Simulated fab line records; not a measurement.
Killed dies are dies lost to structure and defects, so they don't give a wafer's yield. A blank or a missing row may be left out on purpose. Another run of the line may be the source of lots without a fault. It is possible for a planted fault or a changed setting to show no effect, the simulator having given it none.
Comparing a struck lot with a sound one || flow sky130 || 23 out of 708 route steps
Sound: these wafers, L784.2, L784.4, L784.6. Struck: wafers L785.2, L785.3, L785.6. The cause comes at the end.
At each step with rows: each side's tool, then ch and its chambers, then its first start. Under that, the readings that differ: sound wafers || struck wafers || difference of the means || sigmas: that difference in standard deviations of wafers without a fault.
alike: readings with means less than 2 such deviations apart, plus words and numbers identical on both sides. not compared: withheld readings, readings lacking a value on some wafer, bounds such as >300 that could conceal the same value, and numbers that have no deviation in the record and whose values overlap.
The two part at a step that has a row with sigmas, a row that says differs or no value, or rows on one side only. Numbers that have no deviation but don't overlap get no sigmas and don't part them. A reading missing from all wafers of one side parts the sides only when that side holds two or more wafers.

first, 1 step without rows for these wafers: SKY_SONOS_TUNNEL_STRIP_11 (strips in SPM, time 600 s).
SKY_SONOS_TUNNEL_TW_MEAS_12:
  sound on film_metro-01, day 14 09:02; struck on film_metro-04, day 14 15:03
  alike: SONOS_TUNNEL_TW
then, 2 steps without rows for these wafers: SKY_SONOS_TUNNEL_CLEAN_13 (cleans in dHF, time 20 s); SKY_SONOS_ONO_OXIDATION_00 (stabilise 600 s, purge 300 s, target thk 2.6 nm).
SKY_SONOS_ONO_THK_MEAS_01:
  sound on film_metro-01, day 14 12:38; struck on film_metro-01, day 14 17:10
  alike: SONOS_ONO_OXIDATION_THK
then, 1 step without rows for these wafers: SKY_SONOS_ONO_CVD_02 (deposits Si3N4 from DCS/NH3, target thk 10.5 nm, time 180 s).
SKY_SONOS_ONO_THK_MEAS_03:
  sound on film_metro-03, day 14 15:41; struck on film_metro-02, day 14 19:44
  alike: SONOS_ONO_CVD_02_THK
then, 1 step without rows for these wafers: SKY_SONOS_ONO_CVD_04 (deposits SiO2 from SiH4/N2O, target thk 5.7199 nm).
SKY_SONOS_ONO_THK_MEAS_05:
  sound on film_metro-02, day 14 17:00; struck on film_metro-03, day 14 21:03
{"reading": "SONOS_ONO_CVD_04_THK (nm)", "sound": "5.57 5.48 5.63", "struck": "5.72 5.81 5.85", "difference": "+0.23", "sigmas": "+2"}
then, 3 steps without rows for these wafers: SKY_SONOS_ONO_DEHYDRATE_06 (time 60 s); SKY_SONOS_ONO_HMDS_07 (prime time 60 s); SKY_SONOS_ONO_COAT_08 (resist thk 1140 nm).
SKY_SONOS_ONO_SOFTBAKE_09: time 60 s.
  sound on litho_track-01 ch 0, day 15 05:52; struck on litho_track-03 ch 0, day 15 08:49
{"reading": "heater_power_total_W (W)", "sound": "56.61 56.52 56.44", "struck": "66.44 66.38 66.41", "difference": "+9.89", "sigmas": "+99 or more"}
{"reading": "run_length_s (s)", "sound": "89.02 88.95 88.87", "struck": "66.10 65.85 65.90", "difference": -23.00, "sigmas": "-99 or more"}
then, 2 steps without rows for these wafers: SKY_SONOS_ONO_EXPOSE_10 (exposes mask ONOM, target cd 410 nm); SKY_SONOS_ONO_PEB_11.
SKY_SONOS_ONO_DEVELOP_12: develop time 60 s.
  sound on litho_track-04 ch 0, day 15 19:22; struck on litho_track-01 ch 0, day 15 22:04
{"reading": "model.NOVOLAK_of_SONOS_ONO_COAT_08.thk_nm (nm)", "sound": "1136 1139 1137", "struck": "1155 1155 1155", "difference": "+18", "sigmas": ""}
  alike: developer_temp_C
SKY_SONOS_ONO_CD_MEAS_13 targets a cd of 410 nm.
  sound on cd_sem-02, day 15 19:31; struck on cd_sem-01, day 15 22:13
  alike: cd_nm
SKY_SONOS_ONO_OVL_MEAS_14:
  sound on overlay-02, day 15 19:37; struck on overlay-02, day 15 22:19
  alike: SONOS_ONO_OVL
SKY_SONOS_ONO_ETCH_15: etches the open film in CHF3/O2, target depth 19.52 nm, time 7.8 s.
  sound on rie_diel-03 ch 0,1,3, day 15 19:39; struck on rie_diel-03 ch 0,1,3, day 15 22:20
{"reading": "throttle_valve_pct (%)", "sound": "8.820 8.834 8.842", "struck": "8.807 8.805 8.813", "difference": -0.024, "sigmas": -2}
{"reading": "model.NOVOLAK_of_SONOS_ONO_COAT_08.thk_nm (nm)", "sound": "1120 1122 1120", "struck": "1139 1139 1139", "difference": "+18", "sigmas": ""}
  alike: O2_flow_sccm, drypump_motor_current_A, oes_product_au
  not compared: rf_hours_counter_h
then, 1 step without rows for these wafers: SKY_SONOS_ONO_WET_ETCH_16 (etches SiO2 in dHF, target depth 14 nm, time 280 s).
SKY_SONOS_ONO_STRIP_17: strips in O2/N2.
  sound on plasma_asher-02 ch 0,1, day 15 19:45; struck on plasma_asher-02 ch 0,1, day 15 22:28
{"reading": "strip_time_to_endpoint_s (s)", "sound": "14.05 14.08 14.04", "struck": "14.27 14.27 14.28", "difference": "+0.22", "sigmas": "+6"}
  alike: drypump_motor_current_A, oes_product_au
  not compared: rf_hours_counter_h
then, 1 step without rows for these wafers: SKY_SONOS_ONO_WET_ETCH_18 (etches Si3N4 in H3PO4, target depth 15 nm, time 172 s).
-- a jump in the record: the struck wafers' starts before and after are 33 days apart (it breaks off in module SONOS_ONO and resumes in module PAD_OPEN, where the first step shown is number 708 of the route) --
SKY_PAD_OPEN_PROBE_99:
  sound on prober-02, day 48 13:34; struck on prober-01, day 48 14:31
  alike: killed_at_M0_to_M3, killed_at_M4_up, killed_at_contacts, killed_at_front_end, killed_at_other, killed_dies, killed_open, killed_short

WHERE THEY PART
Last at SKY_SONOS_ONO_STRIP_17 as far as this record goes, first at SKY_SONOS_ONO_THK_MEAS_05. Later steps at which nothing parts them and some readings are alike: SKY_PAD_OPEN_PROBE_99.

WHY: the cause the simulator had injected
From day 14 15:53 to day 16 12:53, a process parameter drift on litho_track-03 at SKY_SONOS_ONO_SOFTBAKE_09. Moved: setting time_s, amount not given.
